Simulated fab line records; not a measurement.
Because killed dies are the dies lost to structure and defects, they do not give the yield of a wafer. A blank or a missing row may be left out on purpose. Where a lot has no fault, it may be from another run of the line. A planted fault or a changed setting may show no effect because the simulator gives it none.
Comparing a struck lot with a sound one	flow sky130	15 steps out of a route of 708
Sound: the wafers L432.2, L432.3, L432.6. Struck: wafers L439.2, L439.3, L439.6. Last of all comes the cause.
For every step that has rows: the tool of each side, followed by ch and its chambers, followed by its first start. Under that, the readings that differ: sound wafers	struck wafers	difference of the means	sigmas: that difference in standard deviations of wafers without a fault.
alike: readings with means less than 2 such deviations apart, plus words and numbers identical on both sides. not compared: withheld readings, readings lacking a value on some wafer, bounds such as >300 that could conceal the same value, and numbers that have no deviation in the record and whose values overlap.
A row with sigmas, a row that says differs or no value, or rows on one side alone: a step with any of these is where the two part. Numbers that have no deviation but don't overlap get no sigmas and don't part them. A reading missing from all wafers of one side parts the sides only when that side holds two or more wafers.

first, 2 steps without rows for these wafers: SKY_METAL2_CLEAN_23 (cleans in O3/DIW); SKY_VIA2_HDPCVD_00 (deposits SiO2, target thk 1180 nm, time 196.7 s).
SKY_VIA2_THK_MEAS_01:
  sound on filmMetro-03, day 36 15:59; struck on filmMetro-03, day 40 00:23
  alike: VIA2_HDPCVD_THK
SKY_VIA2_CMP_02: polishes SiO2.
  sound on cmp-01 ch 1,2,3, day 36 16:08; struck on cmp-02 ch 1,3, day 40 00:31
  alike: motorCurrentA
SKY_VIA2_BOW_MEAS_03:
  sound on filmMetro-01, day 36 16:21; struck on filmMetro-02, day 40 00:50
  alike: VIA2_BOW
then, 7 steps without rows for these wafers: SKY_VIA2_DEHYDRATE_04 (time 60 s); SKY_VIA2_HMDS_05 (prime time 60 s); SKY_VIA2_COAT_06 (resist thk 60 nm); SKY_VIA2_COAT_07 (resist thk 450 nm); SKY_VIA2_SOFTBAKE_08 (time 90 s); SKY_VIA2_EXPOSE_09 (exposes mask VIM2, target cd 200 nm); SKY_VIA2_PEB_10.
SKY_VIA2_DEVELOP_11: develop time 60 s.
  sound on lithoTrack-01 ch 0, day 37 18:00; struck on lithoTrack-01 ch 0, day 41 01:00
reading	sound	struck	difference	sigmas
developerTempC (C)	20.99 20.98 20.99	21.59 21.48 21.73	+0.61	+6
SKY_VIA2_CD_MEAS_12: target cd 200 nm.
  sound on cdSem-01, day 37 18:23; struck on cdSem-02, day 41 01:38
  alike: cdNm
-- the record jumps here: 9 days lie between the struck wafers' starts before and after (it left off in module VIA2 and takes up again in module PAD_OPEN, whose first step shown is number 708 of the route) --
SKY_PAD_OPEN_PROBE_99:
  sound on prober-02, day 46 18:58; struck on prober-01, day 49 15:25
reading	sound	struck	difference	sigmas
killedAtFrontEnd	8 9 15	20 25 22	+12	+3
  alike: defectLimitedYield, killed_at_M0_to_M3, killed_at_M4_up, killedAtContacts, killedAtOther, killedDies, killedOnRim, killedOpen, killedShort, sort_bin_3_pad_short, sort_bin_5_function, sort_bin_6_memory, sortNPass, sortYieldPct

## WHERE THEY PART
Earliest at SKY_VIA2_DEVELOP_11; latest, in this record, at SKY_PAD_OPEN_PROBE_99.

WHY: whatever the simulator had introduced
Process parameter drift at SKY_VIA2_DEVELOP_11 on lithoTrack-01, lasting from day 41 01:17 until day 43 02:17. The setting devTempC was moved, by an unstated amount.
